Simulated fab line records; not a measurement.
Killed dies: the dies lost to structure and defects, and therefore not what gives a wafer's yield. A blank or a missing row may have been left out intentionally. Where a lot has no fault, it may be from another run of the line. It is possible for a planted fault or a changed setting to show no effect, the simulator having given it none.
Problem report in the 8D (eight disciplines) form, filled by code || flow sky130 || the parts of the form that need people (team, actions taken, sign-off) are left out

1. PROBLEM STATEMENT
dose_ions_cm2 at SKY_LDD_N_IMPLANT_12 reads a mean of 7.162e+12 on 6 wafers of 2 lots; wafers without a fault read 4.999e+12 with a standard deviation of 5.5e+09. So: +99 or more standard deviations from the usual mean.
Seen first at day 22 22:24 on implanter-01, wafer L982.1. Wafers with a number at this step in the record: 18, from 6 lots. Rule for "out", or "out of limits": more than 4 standard deviations from the usual mean. The other wafers with a number count as sound.

2. WHAT IT IS AND WHAT IT IS NOT
{"question": "which readings at this step", "is": "dose_ions_cm2, faraday_current_uA", "is not": "-"}
{"question": "which lots", "is": "L982, L983", "is not": "L968, L969, L990, L991"}
{"question": "which wafers of those lots", "is": "all that have a number", "is not": "-"}
{"question": "read on which tools", "is": "implanter-01", "is not": "implanter-02"}
{"question": "when", "is": "from day 22 22:24", "is not": "up to then (6 sound wafers); but 6 sound wafers of L990, L991 came after"}

3. THE SUSPECTS, EACH WITH WHAT RULES IT OUT
Counting: any tool at a process step up to the reading is kept as a suspect provided that every lot that is out went through it and no sound lot did after the first of them.
- implanter-01 at SKY_LDD_N_IMPLANT_12: ruled out as a lasting fault. Following L982 (day 22 22:24), the first lot on it that is out, the sound lots L991 were run on it.
Left after counting: nothing in the record.

4. THE CAUSE (what the simulator had put in)
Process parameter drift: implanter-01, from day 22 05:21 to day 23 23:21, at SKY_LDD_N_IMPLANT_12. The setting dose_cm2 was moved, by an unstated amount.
Counting ruled it out, wrongly.

5. THE EFFECT CHAIN, in route order
Each row: a reading where the mean over the struck wafers with a number is more than 3 standard deviations away from the usual. Scope: only readings with a usual standard deviation given in the record; hours: median across lots of the time from each lot's start at the first step in this table that gives one to its start at this step; sigmas: change in usual standard deviations.
{"hours": 0, "step": "SKY_LDD_N_IMPLANT_12", "reading": "dose_ions_cm2", "usual": 4.999e+12, "on struck wafers": 7.162e+12, "change": "+2.163e+12", "sigmas": "+99 or more"}
{"hours": 0, "step": "SKY_LDD_N_IMPLANT_12", "reading": "faraday_current_uA", "usual": 28.2, "on struck wafers": 40.0, "change": "+11.8", "sigmas": "+20"}
Its process steps:
- SKY_LDD_N_IMPLANT_12

6. WHAT WOULD HAVE CAUGHT IT SOONER
17 hours passed between the start of the fault at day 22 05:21 and the first reading out of limits in this record, taken at day 22 22:24.
